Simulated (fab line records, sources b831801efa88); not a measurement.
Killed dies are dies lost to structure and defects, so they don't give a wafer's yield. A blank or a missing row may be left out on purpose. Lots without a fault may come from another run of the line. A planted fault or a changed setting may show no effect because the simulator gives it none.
Tool commonality check | flow sky130 | 15 lots, 45 wafers sampled

WHY IT WAS OPENED
At SKY_NWELL_RS_MEAS_29 the reading NWELL_RS is flagged on 3 of 15 lots. Wafers without a fault read 625.5 ohm/sq, standard deviation 1.6.
Rule: a lot is flagged when every wafer of it that has a number lies more than 4 standard deviations from that mean, or none has a number. The other lots count as sound.

lot  | measured     | on            | NWELL_RS (ohm/sq), wafer by wafer | flag
L520 | day 5 05:19  | film_metro-04 | 626.4 626.4 625.1                 |
L525 | day 6 11:25  | film_metro-01 | 623.6 623.8 624.0                 |
L526 | day 6 22:07  | film_metro-01 | 627.3 626.7 626.6                 |
L528 | day 7 09:26  | film_metro-04 | 624.1 623.5 624.8                 |
L530 | day 7 19:29  | film_metro-02 | 627.2 626.2 626.8                 |
L532 | day 8 08:55  | film_metro-02 | 649.5 651.4 648.5                 | FLAGGED
L533 | day 8 13:19  | film_metro-02 | 651.7 652.2 652.9                 | FLAGGED
L534 | day 8 18:16  | film_metro-02 | 650.8 653.2 652.4                 | FLAGGED
L535 | day 9 03:52  | film_metro-04 | 624.2 625.7 625.7                 |
L537 | day 9 14:10  | film_metro-02 | 626.7 628.0 625.7                 |
L539 | day 10 01:42 | film_metro-04 | 621.7 620.4 623.7                 |
L540 | day 10 11:32 | film_metro-01 | 625.9 625.9 625.0                 |
L541 | day 10 18:00 | film_metro-04 | 622.6 623.4 625.4                 |
L542 | day 11 05:24 | film_metro-04 | 625.6 626.2 625.1                 |
L543 | day 11 10:16 | film_metro-02 | 627.6 626.5 627.2                 |
The numbers of the flagged lots are 651.4 ohm/sq on average: +25.9 ohm/sq against the usual, or +16 standard deviations.

WHICH TOOL RAN EACH LOT
The record holds 1 process step before the reading, out of a route of 708 steps. In each cell: the tool, then ch and the chambers that the sampled wafers went through, then the start.
lot  | flag    | SKY_NWELL_IMPLANT_13
L520 |         | implanter-04 ch 0, day 4 11:31
L525 |         | implanter-01 ch 0, day 5 16:20
L526 |         | implanter-04 ch 0, day 6 02:32
L528 |         | implanter-02 ch 0, day 6 12:57
L530 |         | implanter-01 ch 0, day 6 23:07
L532 | FLAGGED | implanter-01, day 7 12:31
L533 | FLAGGED | implanter-04, day 7 16:52
L534 | FLAGGED | implanter-01, day 7 20:56
L535 |         | implanter-02 ch 0, day 8 06:34
L537 |         | implanter-01 ch 0, day 8 16:02
L539 |         | implanter-04 ch 0, day 9 02:23
L540 |         | implanter-02 ch 0, day 9 12:33
L541 |         | implanter-02 ch 0, day 9 18:29
L542 |         | implanter-02 ch 0, day 10 04:44
L543 |         | implanter-04 ch 0, day 10 10:15
What these steps do:
- SKY_NWELL_IMPLANT_13
- SKY_NWELL_RS_MEAS_29: measures by four-point-probe.

FLAGGED OVER TOTAL, TOOL BY TOOL (the gauges that took the reading come last)
step                 | tool          | lots run | flagged | share of the flagged lots | sound lots run after its first flagged lot
SKY_NWELL_IMPLANT_13 | implanter-01  | 5        | 2       | some                      | 1 (L537)
SKY_NWELL_IMPLANT_13 | implanter-02  | 5        | 0       | none                      | -
SKY_NWELL_IMPLANT_13 | implanter-04  | 5        | 1       | some                      | 2 (L539,L543)
SKY_NWELL_RS_MEAS_29 | film_metro-01 | 3        | 0       | none                      | -
SKY_NWELL_RS_MEAS_29 | film_metro-02 | 6        | 3       | all                       | 2 (L537,L543)
SKY_NWELL_RS_MEAS_29 | film_metro-04 | 6        | 0       | none                      | -

WHAT THE TABLE ALLOWS
1 row of the table ran every flagged lot: film_metro-02 at SKY_NWELL_RS_MEAS_29.
- film_metro-02 at SKY_NWELL_RS_MEAS_29: 3 of its 6 lots flagged. Sound lots ran on it after the first flagged one (L537, L543), which a lasting fault on the whole tool wouldn't allow.
No row of the table ran every flagged lot and no sound lot after the first.

WHAT THE SIMULATOR HAD PUT IN
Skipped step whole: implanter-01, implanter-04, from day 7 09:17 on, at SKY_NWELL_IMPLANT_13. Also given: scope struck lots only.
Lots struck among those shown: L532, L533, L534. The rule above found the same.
